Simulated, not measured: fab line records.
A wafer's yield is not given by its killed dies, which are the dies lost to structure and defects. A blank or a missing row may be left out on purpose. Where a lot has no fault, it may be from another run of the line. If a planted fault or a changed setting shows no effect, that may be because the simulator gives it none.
Matching of chambers -- flow gf180mcu -- 4 sister chambers for GF_SAB_ETCH_11 on rie diel-02
The step etches SiO2 in C4F8/O2/Ar, target depth 55 nm, time 8.5 s. 8 wafers are shown with their chamber, then 7 later ones without.

== EACH WAFER AND ITS CHAMBER ==
wafer,chamber,oes product au (a.u.)
L915.2,3,0.991
L915.4,2,0.990
L915.6,1,0.985
L917.1,3,1.010
L917.2,0,1.017
L917.3,2,1.004
L919.1,0,1.002
L919.2,1,0.991

== WAFERS WITHOUT THEIR CHAMBER ==
wafer,oes product au (a.u.)
L919.5,0.992
L926.2,1.009
L926.4,1.008
L926.5,0.996
L931.2,1.005
L931.4,1.002
L931.6,0.993

== WHICH CHAMBER EACH ONE RAN IN ==
wafer,from the rows above,in truth
L919.5,can't be placed: 1 or 2 or 3 or 0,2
L926.2,can't be placed: 0 or 3 or 2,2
L926.4,can't be placed: 0 or 3 or 2 or 1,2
L926.5,can't be placed: 2 or 3 or 1 or 0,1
L931.2,can't be placed: 3 or 0 or 2 or 1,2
L931.4,can't be placed: 3 or 2 or 0 or 1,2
L931.6,can't be placed: 2 or 1 or 3 or 0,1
Correctly placed: 0 of 7. Unplaceable from these rows: 7, with the true chamber sitting among the candidates in 7. 0 placed wrongly.
How it was worked out, from the rows above alone: a wafer's distance from a chamber is the root of the sum, over the readings, of the square of ((its reading less the chamber's mean) divided by the reading's scatter). If the next closest chamber is less than 2 further off than the closest, the wafer can't be placed; otherwise it belongs to the closest. A chamber's mean is the mean of its shown wafers. The scatter is the square root of a quotient: the sum, over the shown wafers, of each reading's squared deviation from its chamber's mean, divided by wafers minus chambers.
